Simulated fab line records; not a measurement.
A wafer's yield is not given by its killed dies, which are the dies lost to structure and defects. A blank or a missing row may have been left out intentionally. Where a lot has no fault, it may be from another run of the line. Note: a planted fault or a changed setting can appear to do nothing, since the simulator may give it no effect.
Which tool is to blame? || flow gf180mcu || route of 602 steps, sampled at 1 step: 13 lots, 38 wafers

## WHAT EACH GAUGE READ, for each wafer
GF_MIM_THK_MEAS_11: measures by xrf. Usual: MIM_ALCU_THK gives 201.5 nm (standard deviation 2.6).
{"lot": "L517", "measured": "day 24 09:38", "on": "film_metro-01", "MIM_ALCU_THK (nm)": "203.0 202.1 200.7", "flag": ""}
{"lot": "L519", "measured": "day 25 04:53", "on": "film_metro-03", "MIM_ALCU_THK (nm)": "204.0 202.1 205.1", "flag": ""}
{"lot": "L520", "measured": "day 25 05:50", "on": "film_metro-01", "MIM_ALCU_THK (nm)": "196.4 201.0 201.5", "flag": ""}
{"lot": "L521", "measured": "day 25 18:53", "on": "film_metro-03", "MIM_ALCU_THK (nm)": "197.6 201.1 198.3", "flag": ""}
{"lot": "L523", "measured": "day 26 12:25", "on": "film_metro-03", "MIM_ALCU_THK (nm)": "204.0 202.9 204.2", "flag": ""}
{"lot": "L527", "measured": "day 27 18:40", "on": "film_metro-01", "MIM_ALCU_THK (nm)": "203.4 204.5 201.5", "flag": ""}
{"lot": "L529", "measured": "day 28 08:22", "on": "film_metro-01", "MIM_ALCU_THK (nm)": "204.0 206.2 200.9", "flag": ""}
{"lot": "L530", "measured": "day 28 18:59", "on": "film_metro-01", "MIM_ALCU_THK (nm)": "202.9 203.9", "flag": ""}
{"lot": "L531", "measured": "day 29 02:34", "on": "film_metro-04", "MIM_ALCU_THK (nm)": "199.6 198.3 198.0", "flag": ""}
{"lot": "L532", "measured": "day 29 14:55", "on": "film_metro-03", "MIM_ALCU_THK (nm)": "205.5 203.9 204.7", "flag": ""}
{"lot": "L536", "measured": "day 30 08:33", "on": "film_metro-01", "MIM_ALCU_THK (nm)": "201.2 199.6 200.7", "flag": ""}
{"lot": "L539", "measured": "day 31 08:36", "on": "film_metro-03", "MIM_ALCU_THK (nm)": "203.3 199.4 200.1", "flag": ""}
{"lot": "L540", "measured": "day 31 10:41", "on": "film_metro-04", "MIM_ALCU_THK (nm)": "198.1 198.6 198.0", "flag": ""}

## EACH LOT AND THE TOOL THAT RAN IT (in order: tool; ch and the chambers of the sampled wafers; start)
Record: no process step prior to these readings.

## WHAT THE TOOLS THEMSELVES READ (means of the sampled wafers that have a number; where no wafer has one, the mark that the record gives instead)
The record holds no such reading with a usual standard deviation.

## THE ANSWER, worked out from the rows above alone
Rule: a lot is off if the mean of its wafers that have a number lies more than 3 standard deviations from the usual mean. A lot without any number at a reading at which 4 lots or more have one is off too. Where the step has rows for the other lots, those lots are counted as sound. Order of review: gauges by route order, followed by the tools' own readings, for which a lot's mean as printed above is used. At the first step where some lot is off, the reading lying furthest off is the one used; lots without a number count as furthest.
None of the lots is off at any reading shown; this tells nothing.

## WHAT THE SIMULATOR HAD PUT IN
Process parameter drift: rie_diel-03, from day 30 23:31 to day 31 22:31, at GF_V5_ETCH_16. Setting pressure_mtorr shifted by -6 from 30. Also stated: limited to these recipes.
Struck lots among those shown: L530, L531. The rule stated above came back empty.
